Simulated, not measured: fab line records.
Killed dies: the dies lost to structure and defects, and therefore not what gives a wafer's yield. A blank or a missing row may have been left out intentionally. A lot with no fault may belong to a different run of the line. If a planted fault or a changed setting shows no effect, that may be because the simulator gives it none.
The tool behind it: which one? / flow sky130 / Sampling: 14 lots, 42 wafers, 3 of 708 route steps

== WHAT EACH GAUGE READ, for each wafer ==
SKY_CONTACT_CD_MEAS_14: the cd target is 170 nm. Usual: 170.3 nm for cd-nm, sd 1.2.
lot=L766; measured=day 32 07:50; on=cd-sem-01; cd-nm (nm)=170.4 170.0 171.3; flag=
lot=L768; measured=day 33 03:45; on=cd-sem-02; cd-nm (nm)=170.2 170.8 170.8; flag=
lot=L771; measured=day 33 23:27; on=cd-sem-02; cd-nm (nm)=170.9 170.2 170.6; flag=
lot=L769; measured=day 34 00:29; on=cd-sem-02; cd-nm (nm)=170.7 169.4 170.0; flag=
lot=L772; measured=day 34 02:49; on=cd-sem-02; cd-nm (nm)=167.8 169.2 170.0; flag=
lot=L774; measured=day 35 02:11; on=cd-sem-01; cd-nm (nm)=168.2 168.6 169.0; flag=
lot=L775; measured=day 35 13:36; on=cd-sem-02; cd-nm (nm)=170.7 170.7 171.2; flag=
lot=L777; measured=day 35 17:29; on=cd-sem-01; cd-nm (nm)=169.7 171.3 169.7; flag=
lot=L780; measured=day 36 18:37; on=cd-sem-02; cd-nm (nm)=170.6 88.7 170.2; flag=OFF
lot=L781; measured=day 37 02:31; on=cd-sem-01; cd-nm (nm)=90.7 171.1 91.1; flag=OFF
lot=L785; measured=day 38 09:58; on=cd-sem-01; cd-nm (nm)=170.9 170.7 170.7; flag=
lot=L787; measured=day 38 17:12; on=cd-sem-01; cd-nm (nm)=169.3 169.4 169.7; flag=
lot=L786; measured=day 38 23:27; on=cd-sem-02; cd-nm (nm)=171.5 172.2 171.4; flag=
lot=L788; measured=day 39 13:03; on=cd-sem-02; cd-nm (nm)=172.3 173.4 173.1; flag=

== WHICH TOOL RAN EACH LOT (tool, then ch and the chambers of the sampled wafers, then the start) ==
lot=L766; SKY_LI_CONTACT_SPUTTER_20=pvd-sputter-01, day 29 21:52; SKY_CONTACT_EXPOSE_11=krf-scanner-01 ch 0, day 31 18:13
lot=L768; SKY_LI_CONTACT_SPUTTER_20=pvd-sputter-01, day 30 17:40; SKY_CONTACT_EXPOSE_11=krf-scanner-01 ch 0, day 32 14:13
lot=L771; SKY_LI_CONTACT_SPUTTER_20=pvd-sputter-01, day 31 14:28; SKY_CONTACT_EXPOSE_11=krf-scanner-01 ch 0, day 33 10:13
lot=L769; SKY_LI_CONTACT_SPUTTER_20=pvd-sputter-04, day 31 15:24; SKY_CONTACT_EXPOSE_11=krf-scanner-02 ch 0, day 33 11:23
lot=L772; SKY_LI_CONTACT_SPUTTER_20=pvd-sputter-02, day 31 17:49; SKY_CONTACT_EXPOSE_11=krf-scanner-01 ch 0, day 33 14:17
lot=L774; SKY_LI_CONTACT_SPUTTER_20=pvd-sputter-01, day 32 17:49; SKY_CONTACT_EXPOSE_11=krf-scanner-02 ch 0, day 34 12:49
lot=L775; SKY_LI_CONTACT_SPUTTER_20=pvd-sputter-04, day 33 05:46; SKY_CONTACT_EXPOSE_11=krf-scanner-02 ch 0, day 35 00:27
lot=L777; SKY_LI_CONTACT_SPUTTER_20=pvd-sputter-04, day 33 09:07; SKY_CONTACT_EXPOSE_11=krf-scanner-01 ch 0, day 35 04:21
lot=L780; SKY_LI_CONTACT_SPUTTER_20=pvd-sputter-04, day 34 11:28; SKY_CONTACT_EXPOSE_11=krf-scanner-01 ch 0, day 36 05:37
lot=L781; SKY_LI_CONTACT_SPUTTER_20=pvd-sputter-01, day 34 19:18; SKY_CONTACT_EXPOSE_11=krf-scanner-01 ch 0, day 36 13:43
lot=L785; SKY_LI_CONTACT_SPUTTER_20=pvd-sputter-02, day 36 03:31; SKY_CONTACT_EXPOSE_11=krf-scanner-02 ch 0, day 37 21:09
lot=L787; SKY_LI_CONTACT_SPUTTER_20=pvd-sputter-01, day 36 10:12; SKY_CONTACT_EXPOSE_11=krf-scanner-02 ch 0, day 38 04:27
lot=L786; SKY_LI_CONTACT_SPUTTER_20=pvd-sputter-02, day 36 17:31; SKY_CONTACT_EXPOSE_11=krf-scanner-02 ch 0, day 38 10:59
lot=L788; SKY_LI_CONTACT_SPUTTER_20=pvd-sputter-02, day 37 07:32; SKY_CONTACT_EXPOSE_11=krf-scanner-02 ch 0, day 39 00:38
- SKY_LI_CONTACT_SPUTTER_20: material TiN, target thk 20 nm, time 80 s.
- SKY_CONTACT_EXPOSE_11: exposes mask CTM1, target cd 170 nm.

== WHAT THE TOOLS THEMSELVES READ (means of the sampled wafers that have a number; where no wafer has one, the mark that the record gives instead) ==
SKY_LI_CONTACT_SPUTTER_20. Usual: 29.9 % for throttle-valve-pct, sd 0.76.
lot=L766; tool=pvd-sputter-01; throttle-valve-pct (%)=30.1; flag=
lot=L768; tool=pvd-sputter-01; throttle-valve-pct (%)=29.9; flag=
lot=L771; tool=pvd-sputter-01; throttle-valve-pct (%)=29.9; flag=
lot=L769; tool=pvd-sputter-04; throttle-valve-pct (%)=29.4; flag=
lot=L772; tool=pvd-sputter-02; throttle-valve-pct (%)=28.8; flag=
lot=L774; tool=pvd-sputter-01; throttle-valve-pct (%)=29.7; flag=
lot=L775; tool=pvd-sputter-04; throttle-valve-pct (%)=29.8; flag=
lot=L777; tool=pvd-sputter-04; throttle-valve-pct (%)=30.0; flag=
lot=L780; tool=pvd-sputter-04; throttle-valve-pct (%)=29.8; flag=
lot=L781; tool=pvd-sputter-01; throttle-valve-pct (%)=30.1; flag=
lot=L785; tool=pvd-sputter-02; throttle-valve-pct (%)=30.3; flag=
lot=L787; tool=pvd-sputter-01; throttle-valve-pct (%)=29.8; flag=
lot=L786; tool=pvd-sputter-02; throttle-valve-pct (%)=28.9; flag=
lot=L788; tool=pvd-sputter-02; throttle-valve-pct (%)=31.0; flag=

== THE ANSWER, worked out from the rows above alone ==
Rule: a lot counts as off when the mean over its wafers that have a number is more than 3 standard deviations away from the usual mean. Also off: a lot with no number at a reading for which 4 or more lots have one. Where the step has rows for the other lots, those lots are counted as sound. Order of review: gauges by route order, followed by the tools' own readings, for which a lot's mean as printed above is used. The first step at which some lot is off is used, and at that step the reading that is off furthest; a lot without a number counts as furthest.
Off at SKY_CONTACT_CD_MEAS_14 (cd-nm): L780, L781.
A tool fits if, at a process step before that reading, it ran every lot that is off, and no sound lot after the first of them. Those tools and the gauges at SKY_CONTACT_CD_MEAS_14 are tried in the same way. One fits: SKY_CONTACT_EXPOSE_11 on krf-scanner-01. Its last sound lot is L777 (day 35 04:21), its first lot that is off L780 (day 36 05:37): a fault that began between those two fits.

== WHAT THE SIMULATOR HAD PUT IN ==
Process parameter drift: krf-scanner-01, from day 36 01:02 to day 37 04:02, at SKY_CONTACT_EXPOSE_11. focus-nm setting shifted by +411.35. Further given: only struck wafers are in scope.
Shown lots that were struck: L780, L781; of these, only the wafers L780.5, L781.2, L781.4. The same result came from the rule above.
